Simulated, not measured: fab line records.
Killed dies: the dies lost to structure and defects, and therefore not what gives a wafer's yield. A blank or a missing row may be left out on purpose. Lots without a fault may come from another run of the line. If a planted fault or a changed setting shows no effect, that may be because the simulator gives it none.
fab line records + flow sfqLine
record:
- lots: 5
- wafers: 15
- lastDay: 85
route steps=325 shown M0@32 I0@43
lots that met no fault: from a run of the same line without faults
startH: start of the lot's first displayed wafer, in hours after the record's first day + waitH: hours from the lot's prior step to this one + " same as the row above + L1.1+2: one row covering several wafers at once + - either no value or no given start + * or withheld: withheld + < > ~ a bound
route shown NAME@n: names a module that has steps shown in the file, with the first one's number in the route + usual: mean and standard deviation over wafers with no fault + same: alike in all rows + chamber/n: place in a boat + sites: each site's reading + _std_site: how widely they spread, as a standard deviation + _edge_site: the outer-site mean with the inner-site mean subtracted + radiusMm: how far each site lies from the wafer's centre + mask NAME#n: copy n + behind: tool/chamber where the wafer was last shaped + hold: what put the lot on hold/how long, in hours/how the hold closed + device: which transistor (n, p or np) failed to switch + end of line: tests of these same wafers at the route's end + a step with no rows: only its recipe + killed: count of dies lost to structure and defects at first sort (not the wafer's yield) + map: a wafer's dies, x killed, . not, _ none there
set.NAME: the run value of the setting; set.NAME@STEP: its run value at that earlier step + model.NAME: the simulator's own value behind a step, which no gauge read
lots at selected steps of the route; one table per step, one row per wafer
services: a tool's chamber out of use, with start hour (startH, from the record's first day; less than 0 if before it), hours out, and reason
== steps ==
step: SFQ_TRILAYER_M0_LITHO_COAT_026
recipe:
- resist: BARC
- spinRpm: 3042
- resistThkNm: 62
step: SFQ_TRILAYER_M0_LITHO_COAT_021
recipe:
- resist: KrF
- spinRpm: 3000
- resistThkNm: 600
step: SFQ_TRILAYER_M0_LITHO_SOFTBAKE_025
recipe:
- tempC: withheld
- timeS: withheld
- resist: KrF
step: SFQ_TRILAYER_M0_LITHO_EXPOSE_022
recipe:
- maskId: M0
- na: 0.6
- sourceShape: conventional
- sigmaOuter: 0.65
- targetCdNm: 500
- doseMj: 14.4
step: SFQ_TRILAYER_M0_LITHO_PEB_024
recipe:
- pebTempC: 115
- pebTimeS: 60
- resist: KrF
step: SFQ_TRILAYER_M0_LITHO_DEVELOP_023
recipe:
- timeS: 60
- resist: KrF
step: SFQ_M0_OVL_MEAS_906
usual:
- M0_OVL: 1/5.3
| lot.wafer | tool       | chamber | startH | waitH | M0_OVL[nm] |
|-----------|------------|---------|--------|-------|------------|
| L906.1    | overlay-02 | -       | 217.12 | 0.1   | 1          |
| L906.3    | "          | -       | "      | "     | -1         |
| L906.6    | "          | -       | "      | "     | 0          |
| L913.2    | overlay-02 | -       | 297.19 | 0.1   | -4         |
| L913.3    | "          | -       | "      | "     | -3         |
| L913.5    | "          | -       | "      | "     | -5         |
| L916.2    | overlay-01 | -       | 330.92 | 0.1   | 4          |
| L916.3    | "          | -       | "      | "     | 1          |
| L916.4    | "          | -       | "      | "     | 8          |
| L920.1    | overlay-02 | -       | 365.70 | 0.1   | 1          |
| L920.3    | "          | -       | "      | "     | 7          |
| L920.6    | "          | -       | "      | "     | 1          |
| L925.1    | overlay-01 | -       | 375.30 | 0.1   | -6         |
| L925.3    | "          | -       | "      | "     | -3         |
| L925.4    | "          | -       | "      | "     | -5         |
step: SFQ_TRILAYER_M0_BARC_OPEN_METAL_ETCH_031
recipe:
- maskMaterial: PR
- chemistry: O2
- targetDepthNm: 125
- target: BARC
- icpW: 600
- biasW: 80
- pressureMtorr: 10
- timeS: 41.7
usual:
- drypumpMotorCurrentA: 5.8/0.53
- oesProductAu: 0.684/0.0044
| lot.wafer | tool        | chamber | startH | waitH | drypumpMotorCurrentA | oesProductAu | rfHoursCounterH |
|-----------|-------------|---------|--------|-------|----------------------|--------------|-----------------|
| L906.1    | rieMetal-02 | 1       | 217.15 | 0.0   | 5.2                  | 0.692        | 22              |
| L906.3    | "           | 1       | "      | "     | 5.2                  | 0.691        | -               |
| L906.6    | "           | 1       | "      | "     | 5.2                  | 0.671        | -               |
| L913.2    | rieMetal-02 | 1       | 297.24 | 0.0   | 5.2                  | 0.683        | -               |
| L913.3    | "           | 1       | "      | "     | 5.2                  | 0.683        | -               |
| L913.5    | "           | 1       | "      | "     | 5.2                  | 0.682        | -               |
| L916.2    | rieMetal-02 | 1       | 330.97 | 0.0   | 5.2                  | 0.683        | -               |
| L916.3    | "           | 1       | "      | "     | 5.2                  | 0.683        | -               |
| L916.4    | "           | 1       | "      | "     | 5.2                  | 0.688        | -               |
| L920.1    | rieMetal-02 | 0       | 365.74 | 0.0   | 6.1                  | 0.687        | 54              |
| L920.3    | "           | 1       | "      | "     | 5.1                  | 0.682        | -               |
| L920.6    | "           | 1       | "      | "     | 5.2                  | 0.691        | -               |
| L925.1    | rieMetal-02 | 0       | 375.34 | 0.0   | 6.1                  | 0.692        | 57              |
| L925.3    | "           | 0       | "      | "     | 6.1                  | 0.686        | -               |
| L925.4    | "           | 1       | "      | "     | 5.2                  | 0.679        | -               |
step: SFQ_TRILAYER_M0_ETCH_METAL_ETCH_024
recipe:
- target: Nb
- stopOn: SiO2
- maskMaterial: PR
- chemistry: Cl2/Ar
- targetDepthNm: 240
- icpW: 600
- biasW: 80
- pressureMtorr: 10
- timeS: 120
usual:
- drypumpMotorCurrentA: 5.8/0.53
- oesProductAu: 0.891/0.0061
| lot.wafer | tool        | chamber | startH | waitH | drypumpMotorCurrentA | oesProductAu | rfHoursCounterH |
|-----------|-------------|---------|--------|-------|----------------------|--------------|-----------------|
| L906.1    | rieMetal-02 | 1       | 217.21 | 0.0   | 5.2                  | 0.900        | 22              |
| L906.3    | "           | 1       | "      | "     | 5.2                  | 0.899        | -               |
| L906.6    | "           | 1       | "      | "     | 5.2                  | 0.895        | -               |
| L913.2    | rieMetal-02 | 1       | 297.38 | 0.1   | 5.2                  | 0.895        | -               |
| L913.3    | "           | 1       | "      | "     | 5.2                  | 0.901        | -               |
| L913.5    | "           | 1       | "      | "     | 5.1                  | 0.895        | -               |
| L916.2    | rieMetal-02 | 1       | 331.11 | 0.1   | 5.2                  | 0.877        | -               |
| L916.3    | "           | 1       | "      | "     | 5.2                  | 0.883        | -               |
| L916.4    | "           | 1       | "      | "     | 5.2                  | 0.887        | -               |
| L920.1    | rieMetal-02 | 0       | 365.80 | 0.0   | 6.1                  | 0.896        | 54              |
| L920.3    | "           | 1       | "      | "     | 5.2                  | 0.888        | -               |
| L920.6    | "           | 1       | "      | "     | 5.2                  | 0.893        | -               |
| L925.1    | rieMetal-02 | 0       | 375.40 | 0.0   | 6.1                  | 0.897        | 57              |
| L925.3    | "           | 0       | "      | "     | 6.1                  | 0.896        | -               |
| L925.4    | "           | 1       | "      | "     | 5.2                  | 0.898        | -               |
step: SFQ_TRILAYER_M0_STRIP_STRIP_025
recipe:
- gas: O2
- powerW: 200
- platenTempC: 40
- overashFraction: 0.65
- chemistry: O2
- pressureMtorr: 50
usual:
- drypumpMotorCurrentA: 5.8/0.53
- oesProductAu: 0.998/0.0069
same:
- overashFraction: 0.65
| lot.wafer | tool        | chamber | startH | waitH | drypumpMotorCurrentA | oesProductAu | rfHoursCounterH |
|-----------|-------------|---------|--------|-------|----------------------|--------------|-----------------|
| L906.1    | rieMetal-02 | 1       | 217.34 | 0.1   | 5.2                  | 0.996        | 22              |
| L906.3    | "           | 1       | "      | "     | 5.2                  | 0.998        | -               |
| L906.6    | "           | 1       | "      | "     | 5.2                  | 0.999        | -               |
| L913.2    | rieMetal-02 | 1       | 297.79 | 0.4   | 5.2                  | 0.998        | -               |
| L913.3    | "           | 1       | "      | "     | 5.2                  | 0.999        | -               |
| L913.5    | "           | 1       | "      | "     | 5.2                  | 1.011        | -               |
| L916.2    | rieMetal-02 | 1       | 331.52 | 0.4   | 5.2                  | 1.002        | -               |
| L916.3    | "           | 1       | "      | "     | 5.2                  | 0.999        | -               |
| L916.4    | "           | 1       | "      | "     | 5.2                  | 0.994        | -               |
| L920.1    | rieMetal-02 | 0       | 365.92 | 0.1   | 6.1                  | 1.006        | 54              |
| L920.3    | "           | 1       | "      | "     | 5.2                  | 1.008        | -               |
| L920.6    | "           | 1       | "      | "     | 5.2                  | 1.001        | -               |
| L925.1    | rieMetal-02 | 0       | 375.52 | 0.1   | 6.1                  | 1.001        | 57              |
| L925.3    | "           | 0       | "      | "     | 6.1                  | 0.998        | -               |
| L925.4    | "           | 1       | "      | "     | 5.2                  | 0.998        | -               |
step: SFQ_TRILAYER_M0_STRIP_SOLV_CLEAN_026
recipe:
- chemistry: NMP
- tempC: 70
- timeS: 600
step: SFQ_TRILAYER_I0_DEP_PECVD_027
recipe:
- material: SiO2
- tempC: 150
- timeS: 111.11
- pressureTorr: 2.4
- rfW: 183.3
- precursor: SiH4/N2O
- targetThkNm: 500
usual:
- heaterPowerW: 80/11
- rfFwdPowerW: 182.5/0.62
- throttleValvePct: 24.0/1.5
| lot.wafer | tool     | chamber | startH | waitH | heaterPowerW | rfFwdPowerW | throttleValvePct | model.SiO2_of_TRILAYER_I0_DEP_PECVD_027.thkNm |
|-----------|----------|---------|--------|-------|--------------|-------------|------------------|-----------------------------------------------|
| L906.1    | pecvd-02 | 0       | 218.11 | 0.0   | 74           | 182.3       | 23.7             | 507.8                                         |
| L906.3    | "        | 1       | "      | "     | 78           | 182.2       | 24.3             | 502.8                                         |
| L906.6    | "        | 1       | "      | "     | 81           | 182.7       | 24.3             | 505.9                                         |
| L913.2    | pecvd-01 | 1       | 298.97 | 0.0   | 79           | 182.3       | 23.1             | 484.8                                         |
| L913.3    | "        | 2       | "      | "     | 96           | 181.2       | 23.3             | 489.6                                         |
| L913.5    | "        | 1       | "      | "     | 81           | 181.9       | 23.1             | 496.3                                         |
| L916.2    | pecvd-01 | 1       | 332.72 | 0.0   | 88           | 182.0       | 23.2             | 493.8                                         |
| L916.3    | "        | 2       | "      | "     | 86           | 210.3       | 23.7             | 522.2                                         |
| L916.4    | "        | 1       | "      | "     | 88           | 181.7       | 23.1             | 500.7                                         |
| L920.1    | pecvd-02 | 0       | 366.70 | 0.0   | 77           | 182.0       | 24.5             | 497.7                                         |
| L920.3    | "        | 2       | "      | "     | 72           | 182.3       | 25.3             | 486.7                                         |
| L920.6    | "        | 2       | "      | "     | 77           | 181.4       | 25.3             | 503.1                                         |
| L925.1    | pecvd-02 | 0       | 376.30 | 0.0   | 65           | 182.8       | 24.4             | 493.2                                         |
| L925.3    | "        | 2       | "      | "     | 81           | 181.9       | 25.3             | 485.5                                         |
| L925.4    | "        | 2       | "      | "     | 82           | 182.4       | 25.2             | 497.5                                         |
step: SFQ_TRILAYER_I0_CMP_CMP_028
recipe:
- material: SiO2
- downForcePsi: 3
- platenRpm: 60
- padVelocityMS: 0.94248
usual:
- motorCurrentA: 10.5/1.1
- timeToEndpointS: 210/6.9
| lot.wafer | tool   | chamber | startH | waitH | motorCurrentA | timeToEndpointS |
|-----------|--------|---------|--------|-------|---------------|-----------------|
| L906.3    | cmp-01 | 0       | 218.19 | 0.0   | 10.6          | 215             |
| L906.1    | "      | 2       | 219.19 | 1.0   | 8.0           | 214             |
| L906.6    | "      | 0       | 220.19 | 2.0   | 10.3          | 215             |
| L913.2    | cmp-02 | 0       | 300.04 | 1.0   | 10.0          | 194             |
| L913.3    | "      | 1       | "      | "     | 11.0          | 195             |
| L913.5    | "      | 3       | 301.54 | 2.5   | 12.1          | 200             |
| L916.3    | cmp-01 | 0       | 333.30 | 0.5   | 10.5          | 230             |
| L916.4    | "      | 1       | "      | "     | 9.9           | 216             |
| L916.2    | "      | 2       | "      | "     | 8.3           | 206             |
| L920.3    | cmp-01 | 3       | 370.24 | 3.5   | 10.0          | 203             |
| L920.1    | "      | 0       | "      | "     | 11.5          | 212             |
| L920.6    | "      | 0       | 372.74 | 6.0   | 10.7          | 215             |
| L925.4    | cmp-01 | 1       | 379.24 | 2.9   | 9.6           | 206             |
| L925.3    | "      | 3       | 380.24 | 3.9   | 10.8          | 199             |
| L925.1    | "      | 0       | "      | "     | 11.0          | 203             |
== services ==
| tool        | chamber | startH | hours | kind                          |
|-------------|---------|--------|-------|-------------------------------|
| pecvd-01    | -       | 194.25 | 14.0  | pm                            |
| pecvd-01    | 0       | 194.25 | 14.0  | ventCycle                     |
| pecvd-01    | 1       | 194.25 | 14.0  | ventCycle                     |
| pecvd-01    | 2       | 194.25 | 14.0  | ventCycle                     |
| pecvd-01    | 0       | 208.25 | -     | clean                         |
| pecvd-01    | 1       | 208.25 | -     | clean                         |
| pecvd-01    | 2       | 208.25 | -     | clean                         |
| cmp-01      | -       | 224.15 | 0.5   | repair                        |
| cmp-02      | -       | 236.23 | 4.0   | pm                            |
| rieMetal-02 | 0       | 236.28 | 11.7  | repair                        |
| cmp-02      | -       | 240.23 | -     | consumableReplace:conditioner |
| cmp-02      | -       | 240.23 | -     | consumableReplace:pad         |
| cmp-02      | -       | 252.34 | 1.5   | repair                        |
| cmp-02      | -       | 275.39 | 4.9   | pm                            |
| cmp-01      | -       | 283.61 | 0.5   | repair                        |
| rieMetal-02 | 0       | 289.66 | 11.2  | repair                        |
| pecvd-01    | -       | 291.15 | 3.3   | repair                        |
| pecvd-02    | -       | 319.26 | 6.0   | pm                            |
| rieMetal-02 | 0       | 327.09 | 12.5  | repair                        |
| pecvd-02    | -       | 358.75 | 0.9   | repair                        |
== key ==
firstSign:
- step: SFQ_TRILAYER_I0_DEP_PECVD_027
- reading: rfFwdPowerW
- direction: up
- sigmas: 45
- usual: 182.5
- struck: 210.3
effect none on later readings
modelEffect:
- step: SFQ_TRILAYER_I0_DEP_PECVD_027
- value: SiO2_of_TRILAYER_I0_DEP_PECVD_027.thkNm
- without: 499.7
- struck: 522.2
metAt SFQ_TRILAYER_I0_DEP_PECVD_027
struckWafers L916.3
onsetBetween 298.97 332.72
fault:
- kind: processParameterDrift
- tool: pecvd-01
- chamber: 2
- onsetH: 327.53
- steps: SFQ_TRILAYER_I0_DEP_PECVD_027
- channel: rfW
- offset: 29.328
- shape: step
- endH: 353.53
- actsIn: theseRecipesOnly
- stated: 183.3
